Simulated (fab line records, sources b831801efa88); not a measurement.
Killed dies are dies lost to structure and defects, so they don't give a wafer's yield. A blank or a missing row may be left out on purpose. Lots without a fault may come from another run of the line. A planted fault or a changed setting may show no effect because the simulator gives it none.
A struck lot beside a sound one | flow gf180mcu | 44 steps out of a route of 602
Sound: wafers L107.1, L107.4, L107.6. Struck: wafers L125.3, L125.4, L125.5. The cause comes at the end.
At each step with rows: each side's tool, then ch and its chambers, then its first start. Under that, the readings that differ: sound wafers | struck wafers | difference of the means | sigmas: that difference in standard deviations of wafers without a fault.
alike: readings whose means differ by less than 2 such deviations, and words and numbers that are the same on both sides. not compared: withheld readings, readings that some wafer has no value for, bounds like >300 that may hide the same value, and numbers for which the record gives no deviation and whose values overlap.
The two part at a step that has a row with sigmas, a row that says differs or no value, or rows on one side only. Numbers that don't overlap but have no deviation are shown without sigmas and don't part them. A reading that every wafer of one side lacks parts them only if that side has two wafers or more.

first, 5 steps without rows for these wafers: GF_V1_STRIP_19 (strips in post etch residue remover, time 1200 s); GF_V1_CLEAN_20 (cleans in DIW); GF_V1_SPUTTER_21 (material Ti, target thk 15 nm, time 80.02 s); GF_V1_SPUTTER_22 (material TiN, target thk 10 nm, time 40 s); GF_V1_CVD_23 (deposits W, target thk 350 nm, time 105.05 s).
GF_V1_RS_MEAS_24: measures by four-point-probe.
  sound on film_metro-02, day 19 06:50; struck on film_metro-02, day 25 17:28
  alike: V1_W_RS
GF_V1_THK_MEAS_25: measures by xrf.
  sound on film_metro-02, day 19 06:57; struck on film_metro-02, day 25 17:34
  alike: V1_W_THK
then, 1 step without rows for these wafers: GF_V1_CMP_26 (polishes, stops on SiO2, t overpolish 15 s, target thk 0 nm).
GF_M2_SPUTTER_00: material Ti, target thk 37.5 nm, time 150 s.
  sound on pvd_sputter-03, day 19 07:19; struck on pvd_sputter-02, day 25 17:55
  alike: throttle_valve_pct
GF_M2_SPUTTER_01: material TiN, target thk 30 nm, time 25 s.
  sound on pvd_sputter-03, day 19 07:25; struck on pvd_sputter-02, day 25 18:01
  alike: throttle_valve_pct
then, 1 step without rows for these wafers: GF_M2_SPUTTER_02 (material AlCu, target thk 450 nm, time 23.9 s).
GF_M2_SPUTTER_03: material Ti, target thk 10 nm, time 6.7 s.
  sound on pvd_sputter-03, day 19 07:28; struck on pvd_sputter-02, day 25 18:04
  alike: throttle_valve_pct
GF_M2_SPUTTER_04: material TiN, target thk 50 nm, time 41.7 s.
  sound on pvd_sputter-03, day 19 07:29; struck on pvd_sputter-02, day 25 18:05
  reading                                | sound             | struck            | difference | sigmas
  model.TiN_of_M2_SPUTTER_04.thk_nm (nm) | 49.99 50.33 50.37 | 35.22 35.98 34.85 | -14.88     |
  alike: throttle_valve_pct
GF_M2_RS_MEAS_05: measures by four-point-probe.
  sound on film_metro-04, day 19 07:32; struck on film_metro-02, day 25 18:10
  alike: M2_ALCU_RS
GF_M2_THK_MEAS_06: measures by xrf.
  sound on film_metro-04, day 19 07:39; struck on film_metro-02, day 25 18:16
  alike: M2_ALCU_THK
then, 7 steps without rows for these wafers: GF_M2_DEHYDRATE_07 (time 60 s); GF_M2_HMDS_08 (prime time 60 s); GF_M2_COAT_09 (resist thk 1000 nm); GF_M2_SOFTBAKE_10 (time 60 s); GF_M2_EXPOSE_11 (exposes mask Metal2, target cd 280 nm); GF_M2_PEB_12 (peb time 90 s); GF_M2_DEVELOP_13 (develop time 60 s).
GF_M2_CD_MEAS_14: target cd 280 nm.
  sound on cd_sem-01, day 20 07:11; struck on cd_sem-01, day 26 15:05
  alike: cd_nm
GF_M2_OVL_MEAS_15:
  sound on overlay-02, day 20 07:19; struck on overlay-01, day 26 15:10
  alike: M2_OVL
then, 1 step without rows for these wafers: GF_M2_METAL_ETCH_16 (etches the open film in Cl2/BCl3, stops on SiO2, target depth 627.5 nm, time 104.6 s).
GF_M2_STRIP_17: strips in O2/N2.
  sound on plasma_asher-04 ch 0,1, day 20 07:28; struck on plasma_asher-04 ch 0,1, day 26 15:20
  alike: drypump_motor_current_A, heater_power_w, oes_product_au, platen_temp_c, strip_time_to_endpoint_s
  not compared: rf_hours_counter_h
then, 3 steps without rows for these wafers: GF_M2_STRIP_18 (strips in post etch residue remover, time 1200 s); GF_M2_CLEAN_19 (cleans in DIW); GF_V2_CVD_00 (deposits SiO2, target thk 600 nm, time 100 s).
GF_V2_THK_MEAS_01:
  sound on film_metro-01, day 20 08:04; struck on film_metro-01, day 26 15:56
  alike: V2_CVD_00_THK
then, 1 step without rows for these wafers: GF_V2_CVD_02 (deposits SiO2 from TEOS, target thk 850 nm, time 94.851 s).
GF_V2_THK_MEAS_03:
  sound on film_metro-02, day 20 08:11; struck on film_metro-02, day 26 16:04
  alike: V2_CVD_02_THK
GF_V2_CMP_04: polishes SiO2.
  sound on cmp-01 ch 0,1,2, day 20 08:21; struck on cmp-02 ch 0,1,3, day 26 16:10
  alike: edge_zone_pressure_frac, motor_current_A, platen_rpm, time_to_endpoint_s
GF_V2_BOW_MEAS_05:
  sound on film_metro-02, day 20 08:33; struck on film_metro-03, day 26 16:27
  alike: V2_BOW
then, 8 steps without rows for these wafers: GF_V2_DEHYDRATE_06 (time 60 s); GF_V2_HMDS_07 (prime time 60 s); GF_V2_COAT_08; GF_V2_COAT_09 (resist thk 1000 nm); GF_V2_SOFTBAKE_10 (time 60 s); GF_V2_EXPOSE_11 (exposes mask Via2, target cd 260 nm); GF_V2_PEB_12 (peb time 90 s); GF_V2_DEVELOP_13 (develop time 60 s).
GF_V2_STRIP_19: strips in post etch residue remover, time 1200 s.
  sound on wet_bench-01 ch 1, day 21 09:20; struck on wet_bench-01 ch 0, day 27 11:52
  reading                                | sound             | struck            | difference | sigmas
  model.TiN_of_M2_SPUTTER_04.thk_nm (nm) | 49.15 49.48 49.53 | 34.38 35.14 34.01 | -14.88     |
  alike: bath_heat_duty_pct
then, 1 step without rows for these wafers: GF_PASSIVATION_PROBE_99.

WHERE THEY PART
Nowhere in this record.

WHY: what the simulator had put in
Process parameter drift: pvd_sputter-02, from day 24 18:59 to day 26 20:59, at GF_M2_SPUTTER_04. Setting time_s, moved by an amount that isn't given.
